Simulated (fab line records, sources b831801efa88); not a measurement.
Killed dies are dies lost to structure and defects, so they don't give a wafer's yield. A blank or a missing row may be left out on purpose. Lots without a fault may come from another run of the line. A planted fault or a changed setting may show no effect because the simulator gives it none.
fab line records | flow sky130
record lots=5 wafers=15 last_day=49
route steps=708 shown SD_P@324 RES_XHIGH@332 PAD_OPEN@708
lots that met no fault: from a run of the same line without faults
start_h: hours from the record's first day to the start of the lot's first wafer shown | wait_h: hours since the lot's step before | " the same as in the row above | L1.1+2: a row that stands for several wafers | - no value, or no start given | * or withheld: withheld | < > ~ a bound
route shown NAME@n: a module of which the file shows steps, and the number in the route of the first | usual: mean/standard deviation of fault-free wafers | same: alike in all rows | chamber/n: place in a boat | sites: the reading at each site | _std_site: their standard deviation | _edge_site: outer sites' mean less inner sites' | radius_mm: how far each site lies from the wafer's centre | mask NAME#n: copy n | behind: the tool/chamber that last shaped the wafer | hold: why the lot was held/for how many hours/how that ended | device: the transistor (n, p or np) that didn't switch | end of line: the same wafers' tests at the end of the route | a step without rows: its recipe alone | killed: dies lost to structure and defects at the first sort, not the wafer's yield | map: a wafer's dies, x killed, . not, _ none there
set.NAME: the setting as run; set.NAME@STEP: as run at that earlier step | model.NAME: the simulator's own value behind a step, which no gauge read
lots at some steps of the route; a table a step, a row a wafer
services: from which hour (start_h, from the record's first day; less than 0 if before it) a tool's chamber was out of use, for how many hours, and why
## steps
# step SKY_SD_P_EXPOSE_04
# recipe mask_id=PSDM na=0.6 source_shape=conventional sigma_outer=0.6 polarization=unpolarized target_cd_nm=380 dose_mj=138
# step SKY_SD_P_PEB_05
# recipe temp_c=withheld time_s=* resist=NOVOLAK
# step SKY_SD_P_DEVELOP_06
# recipe resist=NOVOLAK developer=TMAH develop_time_s=60 dev_temp_c=23
# step SKY_SD_P_CD_MEAS_07
# recipe target_cd_nm=380
# usual cd_nm=380.1/2.5
# columns lot.wafer tool chamber start_h wait_h cd_nm
L725.3 cd_sem-02 - 599.10 0.1 382.4
L725.4 " - " " 380.9
L725.5 " - " " 382.0
L730.2 cd_sem-02 - 651.79 0.1 384.0
L730.3 " - " " 382.0
L730.5 " - " " 381.0
L739.4 cd_sem-02 - 718.27 0.1 379.7
L739.5 " - " " 379.8
L739.6 " - " " 375.8
L742.1 cd_sem-02 - 739.54 0.1 380.7
L742.2 " - " " 376.1
L742.3 " - " " 376.2
L744.2 cd_sem-01 - 746.78 0.1 374.6
L744.3 " - " " 376.6
L744.6 " - " " 377.7
# step SKY_SD_P_OVL_MEAS_08
# usual SD_P_OVL=1.0/1.6
# columns lot.wafer tool chamber start_h wait_h SD_P_OVL[nm]
L725.3 overlay-01 - 599.19 0.1 2.0
L725.4 " - " " 2.0
L725.5 " - " " 1.9
L730.2 overlay-02 - 651.90 0.1 2.5
L730.3 " - " " 2.7
L730.5 " - " " 2.9
L739.4 overlay-02 - 718.35 0.1 1.1
L739.5 " - " " 0.5
L739.6 " - " " 1.7
L742.1 overlay-02 - 739.66 0.1 -1.8
L742.2 " - " " 0.3
L742.3 " - " " -0.9
L744.2 overlay-02 - 746.89 0.1 -0.8
L744.3 " - " " 0.2
L744.6 " - " " 1.8
# step SKY_SD_P_IMPLANT_09
# recipe species=BF2 energy_kev=20 dose_cm2=3e+15 tilt_deg=0
# step SKY_SD_P_STRIP_10
# recipe chemistry=O2/N2 power_w=1400 pressure_mtorr=1500 platen_temp_c=withheld o2_flow_sccm=3000 n2_flow_sccm=300 overash_fraction=0.5
# usual drypump_motor_current_A=5.9/0.36 o2_flow_sccm=3001/9.1 oes_product_au=0.617/0.0045 strip_time_to_endpoint_s=17.48/0.042
# columns lot.wafer tool chamber start_h wait_h drypump_motor_current_A o2_flow_sccm oes_product_au rf_hours_counter_h strip_time_to_endpoint_s
L725.3 plasma_asher-02 1 599.40 0.1 6.3 3003 0.614 - 17.50
L725.4 " 0 " " 5.7 2992 0.614 - 17.47
L725.5 " 1 " " 6.3 3004 0.621 - 17.46
L730.2 plasma_asher-02 0 652.08 0.1 5.7 3001 0.620 22 17.45
L730.3 " 1 " " 6.3 2987 0.621 - 17.51
L730.5 " 1 " " 6.3 2999 0.617 - 17.48
L739.4 plasma_asher-03 1 718.70 0.1 5.6 2981 0.613 - 17.51
L739.5 " 1 " " 5.6 2989 0.609 - 17.51
L739.6 " 0 " " 5.5 2996 0.622 - 17.51
L742.1 plasma_asher-03 0 739.84 0.1 5.5 3015 0.623 94 17.56
L742.2 " 1 " " 5.5 2996 0.610 94 17.53
L742.3 " 1 " " 5.5 3000 0.616 - 17.53
L744.2 plasma_asher-02 1 747.07 0.1 6.3 3010 0.615 29 17.53
L744.3 " 1 " " 6.3 3003 0.618 - 17.55
L744.6 " 0 " " 5.7 3020 0.613 - 17.51
# step SKY_SD_P_TW_MEAS_11
# usual SD_P_TW=2833/18
# columns lot.wafer tool chamber start_h wait_h SD_P_TW
L725.3 film_metro-03 - 599.49 0.1 2826
L725.4 " - " " 2853
L725.5 " - " " 2823
L730.2 film_metro-01 - 652.19 0.1 2849
L730.3 " - " " 2845
L730.5 " - " " 2851
L739.4 film_metro-03 - 718.80 0.1 2835
L739.5 " - " " 2829
L739.6 " - " " 2840
L742.1 film_metro-03 - 739.94 0.1 2837
L742.2 " - " " 2821
L742.3 " - " " 2812
L744.2 film_metro-03 - 747.18 0.1 2849
L744.3 " - " " 2843
L744.6 " - " " 2833
# step SKY_RES_XHIGH_DEHYDRATE_00
# recipe temp_c=200 time_s=60
# step SKY_RES_XHIGH_HMDS_01
# recipe prime_time_s=60 prime_temp_c=120
# step SKY_RES_XHIGH_COAT_02
# recipe resist=NOVOLAK spin_rpm=3000 resist_thk_nm=1140
# step SKY_RES_XHIGH_SOFTBAKE_03
# recipe temp_c=90 time_s=60 resist=NOVOLAK
# step SKY_RES_XHIGH_EXPOSE_04
# recipe mask_id=URPM na=0.6 source_shape=conventional sigma_outer=0.6 polarization=unpolarized target_cd_nm=1270 dose_mj=140
# columns lot.wafer tool chamber start_h wait_h mask
L725.3+4+5 iline_stepper-01 0 613.37 - URPM#0
L730.2+3+5 iline_stepper-01 0 665.98 - URPM_R1#0
L739.4+5+6 iline_stepper-02 0 732.12 - URPM#0
L742.1+2+3 iline_stepper-02 0 753.53 - URPM#0
L744.2+3+6 iline_stepper-01 0 759.96 - URPM#0
# step SKY_RES_XHIGH_PEB_05
# recipe temp_c=withheld time_s=* resist=NOVOLAK
# step SKY_PAD_OPEN_PROBE_99
# usual killed_at_M0_to_M3=43/6.3 killed_at_M4_up=3.0/1.6 killed_at_contacts=25/5 killed_at_front_end=15/4.4 killed_at_other=0.3/0.8 killed_dies=85/8.7 killed_open=47/6.9 killed_short=38/6.3
# same gross_dies=492 killed_at_back_side=0
# columns lot.wafer tool chamber start_h wait_h killed_at_M0_to_M3 killed_at_M4_up killed_at_contacts killed_at_front_end killed_at_other killed_dies killed_open killed_short
L730.2 prober-02 - 1121.66 0.1 58 3 25 17 0 103 51 52
L730.3 prober-02 - 1121.71 0.2 49 2 32 8 0 91 57 34
L730.5 prober-02 - 1121.81 0.2 52 3 19 14 4 92 44 44
L742.1 prober-01 - 1179.36 0.1 35 4 23 13 0 75 36 39
L742.2 prober-01 - 1179.41 0.1 36 1 26 19 0 82 47 35
L742.3 prober-01 - 1179.46 0.2 38 1 28 12 0 79 53 26
L744.2 prober-02 - 1182.17 0.1 43 5 27 10 0 85 50 35
L744.3 prober-02 - 1182.22 0.2 47 3 29 16 0 95 55 40
L744.6 prober-02 - 1182.37 0.2 36 6 32 4 0 78 39 39
# killed by level:class
L730.2 METAL2:geometric_particle:short=10 VIA3:geometric_particle:open=10 CONTACT:geometric_particle:open=9 VIA1:geometric_particle:open=9 VIA2:geometric_particle:open=7 METAL1:geometric_particle:short=6 VIA1:geometric_particle:short=5 FIELD_ISO:geometric_particle:short=4
L730.3 CONTACT:geometric_particle:open=12 VIA1:geometric_particle:open=12 LI_CONTACT:geometric_particle:open=11 VIA3:geometric_particle:open=8 METAL1:geometric_particle:short=6 VIA1:geometric_particle:short=6 CONTACT:geometric_particle:short=5 POLY_GATE:geometric_particle:open=4
L730.5 VIA1:geometric_particle:open=12 METAL2:geometric_particle:short=8 FIELD_ISO:geometric_particle:short=7 CONTACT:geometric_particle:open=7 METAL1:geometric_particle:short=7 LI_CONTACT:geometric_particle:open=6 VIA1:geometric_particle:short=5 VIA2:geometric_particle:open=5
L742.1 CONTACT:geometric_particle:open=11 VIA1:geometric_particle:open=10 METAL2:geometric_particle:short=9 METAL1:geometric_particle:short=6 LOCAL_INTERCONNECT:geometric_particle:short=5 POLY_GATE:geometric_particle:open=5 FIELD_ISO:geometric_particle:short=4 CONTACT:geometric_particle:short=4
L742.2 LI_CONTACT:geometric_particle:open=10 POLY_GATE:geometric_particle:open=6 FIELD_ISO:geometric_particle:open=5 LOCAL_INTERCONNECT:geometric_particle:short=5 CONTACT:geometric_particle:open=5 METAL1:geometric_particle:short=4 VIA1:geometric_particle:open=4 VIA2:geometric_particle:open=4
L742.3 CONTACT:geometric_particle:open=14 VIA1:geometric_particle:open=11 FIELD_ISO:geometric_particle:open=8 VIA3:geometric_particle:open=7 METAL1:geometric_particle:short=6 CONTACT:geometric_particle:short=4 VIA2:geometric_particle:open=4 LOCAL_INTERCONNECT:geometric_particle:short=3
L744.2 VIA1:geometric_particle:open=14 CONTACT:geometric_particle:open=10 VIA2:geometric_particle:open=9 VIA1:geometric_particle:short=7 LI_CONTACT:geometric_particle:open=5 VIA3:geometric_particle:short=5 LOCAL_INTERCONNECT:geometric_particle:short=5 FIELD_ISO:geometric_particle:open=3
L744.3 CONTACT:geometric_particle:open=15 VIA1:geometric_particle:open=10 VIA3:geometric_particle:open=8 METAL1:geometric_particle:short=7 VIA2:geometric_particle:open=7 LI_CONTACT:geometric_particle:open=7 METAL2:geometric_particle:short=7 POLY_GATE:geometric_particle:short=5
L744.6 CONTACT:geometric_particle:open=12 LI_CONTACT:geometric_particle:open=9 METAL2:geometric_particle:short=8 VIA1:geometric_particle:open=7 CONTACT:geometric_particle:short=7 METAL4:geometric_particle:short=6 LI_CONTACT:geometric_particle:short=3 METAL1:geometric_particle:short=3
## services
# columns tool chamber start_h hours kind
iline_stepper-01 - 605.99 1.7 pm
iline_stepper-02 - 636.50 0.6 repair
iline_stepper-01 - 658.86 1.2 repair
iline_stepper-02 - 705.33 1.7 pm
plasma_asher-02 - 729.60 15.6 pm
plasma_asher-02 - 756.63 11.1 repair
## key
first_sign step=SKY_RES_XHIGH_EXPOSE_04 reading=mask direction=changed
effect none on later readings
met_at SKY_RES_XHIGH_EXPOSE_04
struck_wafers L730.2,L730.3,L730.5
tester_left_out L730
onset_between 613.37 665.98
fault kind=wrong_mask tool=any chamber=- onset_h=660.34 steps=SKY_RES_XHIGH_EXPOSE_04 aux_copy=URPM_R1#0 cd_offset_nm=89 scope=struck_lots_only
# tester_left_out: of these lots the tester's yield and bins aren't shown, on N5 and GAA mostly nor the transistor test; their killed dies are dies lost to structure and defects alone, not to doping, threshold or leakage, so they don't give the yield
